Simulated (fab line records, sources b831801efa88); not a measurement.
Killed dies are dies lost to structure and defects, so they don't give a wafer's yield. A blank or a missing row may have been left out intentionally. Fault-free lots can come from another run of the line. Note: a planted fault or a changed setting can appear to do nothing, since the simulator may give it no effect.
Lot-split experiment | flow gf180mcu | 23 wafers read across 5 lots, on a route 602 steps long

## ABOUT THE SPLIT
At GF_M3_SPUTTER_02 (material AlCu, target thk 450 nm, time 23.9 s), the setting powerW was moved away from the recipe's 10600 W on 8 of the 23 wafers read, by -10.1% to +10.6%. The other wafers ran this setting at the recipe's value.

## FROM THE SPLIT TO THE READING: what the file shows between them, 3 steps
- GF_M3_SPUTTER_03: material Ti, target thk 10 nm, time 6.7 s
- GF_M3_SPUTTER_04: material TiN, target thk 50 nm, time 41.7 s
- GF_M3_RS_MEAS_05: measures by four-point-probe

## THE READING
M3_ALCU_THK, in nm, at GF_M3_THK_MEAS_06 (measures by xrf). A value of 456 nm with a standard deviation of 5.2 nm is what fault-free wafers of this fab line usually give.

wafer  | tool, chamber at the split | powerW as run, W | against the recipe | M3_ALCU_THK, nm | against lot-mates on the recipe
L074.1 | pvdSputter-02, -           | 10600            | recipe             | 461             | -
L074.4 | pvdSputter-02, -           | 10600            | recipe             | 457             | -
L074.6 | pvdSputter-02, -           | 10600            | recipe             | 459             | -
L078.1 | pvdSputter-01, -           | 9530             | -10.1%             | 402             | -50
L078.2 | pvdSputter-01, -           | 9530             | -10.1%             | 405             | -48
L078.3 | pvdSputter-01, -           | 10600            | recipe             | 455             | -
L078.4 | pvdSputter-01, -           | 9530             | -10.1%             | 407             | -46
L078.6 | pvdSputter-01, -           | 10600            | recipe             | 450             | -
L079.1 | pvdSputter-01, -           | 11610            | +9.5%              | 496             | +43
L079.2 | pvdSputter-01, -           | 10600            | recipe             | 455             | -
L079.3 | pvdSputter-01, -           | 11610            | +9.5%              | 497             | +44
L079.5 | pvdSputter-01, -           | 10600            | recipe             | 454             | -
L079.6 | pvdSputter-01, -           | 10600            | recipe             | 449             | -
L082.1 | pvdSputter-01, -           | 10600            | recipe             | 457             | -
L082.3 | pvdSputter-01, -           | 10600            | recipe             | 457             | -
L082.4 | pvdSputter-01, -           | 11720            | +10.6%             | 501             | +44
L082.5 | pvdSputter-01, -           | 11720            | +10.6%             | 502             | +45
L082.6 | pvdSputter-01, -           | 11720            | +10.6%             | 498             | +41
L085.1 | pvdSputter-03, -           | 10600            | recipe             | 455             | -
L085.2 | pvdSputter-03, -           | 10600            | recipe             | 452             | -
L085.4 | pvdSputter-03, -           | 10600            | recipe             | 452             | -
L085.5 | pvdSputter-03, -           | 10600            | recipe             | 455             | -
L085.6 | pvdSputter-03, -           | 10600            | recipe             | 453             | -

THE FIT
A straight line over all 23 wafers: M3_ALCU_THK changes by +4.6 nm for each +1% of powerW; r = +0.99; the points scatter about the line by 3.2 nm.
The same after taking each lot's own level away (the mean of its wafers on the recipe; 23 wafers): +4.47 nm for each +1%; r = +1.00; scatter 2.5 nm.
Per that fit: largest powerW move, reading shift of 47 nm.
From 452.5 to 459.0 nm: that is the span of the lots' own levels, equal to 1.2 times the standard deviation above.
The two slopes agree, so the slope changes little with the lot-to-lot level.
Check: for one of the wafers moved furthest among these (+10.6%), held out of the fit, the line's prediction against its lot-mates is +46.9 nm. It came out at +44 nm against them.

## OTHER SPLITS APPLIED TO THESE WAFERS
Other splits were also applied to these wafers ahead of the reading. Each is held against what the fit with the lots' levels taken away leaves over:
other split on the same wafers | wafers away from the commonest value | r with M3_ALCU_THK (lot level and that fit taken away)
GF_V2_PEB_12 pebTimeS          | 8                                    | -0.08
GF_V2_CVD_23 tempC             | 9                                    | +0.15

## THE WHOLE CHAIN: every reading that the file lists as answering this split, in the file's order
step              | what it does                                  | reading                                                                      | change (the file's fit)               | r (the file's)
GF_M3_SPUTTER_02  | material AlCu, target thk 450 nm, time 23.9 s | AlCu_of_M3_SPUTTER_02.thkNm (the simulator's own value, which no gauge read) | +4.58 nm for each +1% of the setting  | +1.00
GF_M3_RS_MEAS_05  | measures by four-point-probe                  | M3_ALCU_RS                                                                   | -0.000691 for each +1% of the setting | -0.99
GF_M3_THK_MEAS_06 | measures by xrf                               | M3_ALCU_THK                                                                  | +4.45 for each +1% of the setting     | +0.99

## FILE'S OWN FIT
M3_ALCU_THK changes by +4.45 nm for each +1% of powerW, r = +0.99.
